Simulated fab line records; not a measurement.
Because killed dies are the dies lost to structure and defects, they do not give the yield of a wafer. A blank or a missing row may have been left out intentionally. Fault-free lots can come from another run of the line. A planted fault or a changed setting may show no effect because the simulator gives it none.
Struck lot and sound lot, side by side / flow sky130 / 15 out of 708 route steps
Sound: the wafers L324.3, L324.4, L324.5. Struck: wafer L331.1 (L331.3, L331.6, from the same lot, were not struck and are left out); the cause is given at the end.
Order at every step that has rows: each side's tool, ch and its chambers, its first start. Under that, the readings that differ: sound wafers / struck wafers / difference of the means / sigmas: that difference in standard deviations of wafers without a fault.
alike: same words and numbers on both sides, and readings whose means sit less than 2 such deviations apart. not compared: any withheld reading, any reading some wafer has no value for, any bound like >300 that may hide the same value, and any number with overlapping values for which the record gives no deviation.
The two part at a step that has a row with sigmas, a row that says differs or no value, or rows on one side only. Numbers that have no deviation but don't overlap get no sigmas and don't part them. A reading missing from all wafers of one side parts the sides only when that side holds two or more wafers.

SKY_VT_ADJUST_NCORE_STRIP_10: strips in O2/N2.
  sound on plasmaAsher-02 ch 0,1, day 9 00:31; struck on plasmaAsher-01 ch 1, day 11 06:53
reading=rfHoursCounterH (h); sound=- - -; struck=58; difference=no value on the sound wafers; sigmas=
  alike: drypumpMotorCurrentA, oesProductAu, stripTimeToEndpointS
SKY_VT_ADJUST_NCORE_TW_MEAS_11:
  struck on filmMetro-03, day 11 06:59; sound on filmMetro-01, day 9 00:36
reading=VT_ADJUST_NCORE_TW; sound=222.6 222.1 221.9; struck=218.4; difference=-3.8; sigmas=-3
then, 7 steps without rows for these wafers: SKY_VT_ADJUST_HVTR_DEHYDRATE_00 (time 60 s); SKY_VT_ADJUST_HVTR_HMDS_01 (prime time 60 s); SKY_VT_ADJUST_HVTR_COAT_02 (resist thk 1140 nm); SKY_VT_ADJUST_HVTR_SOFTBAKE_03 (time 60 s); SKY_VT_ADJUST_HVTR_EXPOSE_04 (exposes mask HVTRM, target cd 380 nm); SKY_VT_ADJUST_HVTR_PEB_05; SKY_VT_ADJUST_HVTR_DEVELOP_06 (develop time 60 s).
SKY_VT_ADJUST_HVTR_CD_MEAS_07: the cd target is 380 nm.
  struck on cdSem-01, day 12 07:08; sound on cdSem-01, day 9 22:28
  alike: cdNm
SKY_VT_ADJUST_HVTR_OVL_MEAS_08:
  struck on overlay-02, day 12 07:15; sound on overlay-02, day 9 22:33
  alike: VT_ADJUST_HVTR_OVL
next, for these wafers, 1 step has no rows: SKY_VT_ADJUST_HVTR_IMPLANT_09.
SKY_VT_ADJUST_HVTR_STRIP_10: strips in O2/N2.
  sound on plasmaAsher-03 ch 0,1, day 9 22:46; struck on plasmaAsher-01 ch 0, day 12 07:26
reading=drypumpMotorCurrentA (A); sound=6.43 6.02 6.45; struck=5.60; difference=-0.70; sigmas=-2
reading=oesProductAu (a.u.); sound=0.709 0.713 0.712; struck=0.735; difference=+0.024; sigmas=+5
reading=rfHoursCounterH (h); sound=- - -; struck=60; difference=no value on the sound wafers; sigmas=
reading=stripTimeToEndpointS (s); sound=14.20 14.22 14.26; struck=13.67; difference=-0.56; sigmas=-13
SKY_VT_ADJUST_HVTR_TW_MEAS_11:
  struck on filmMetro-02, day 12 07:32; sound on filmMetro-02, day 9 22:51
  alike: VT_ADJUST_HVTR_TW
-- the record jumps here: 36 days lie between the struck wafers' starts before and after (it left off in module VT_ADJUST_HVTR and takes up again in module PAD_OPEN, whose first step shown is number 708 of the route) --
SKY_PAD_OPEN_PROBE_99:
  struck on prober-02, day 48 06:56; sound on prober-01, day 46 02:30
reading=killed_at_M0_to_M3; sound=49 39 38; struck=57; difference=+15; sigmas=+2
  alike: killed_at_M4_up, killedAtContacts, killedAtFrontEnd, killedAtOther, killedDies, killedOpen, killedShort

== WHERE THEY PART ==
Earliest at SKY_VT_ADJUST_NCORE_STRIP_10; latest, in this record, at SKY_PAD_OPEN_PROBE_99.

WHY: what had been put in by the simulator
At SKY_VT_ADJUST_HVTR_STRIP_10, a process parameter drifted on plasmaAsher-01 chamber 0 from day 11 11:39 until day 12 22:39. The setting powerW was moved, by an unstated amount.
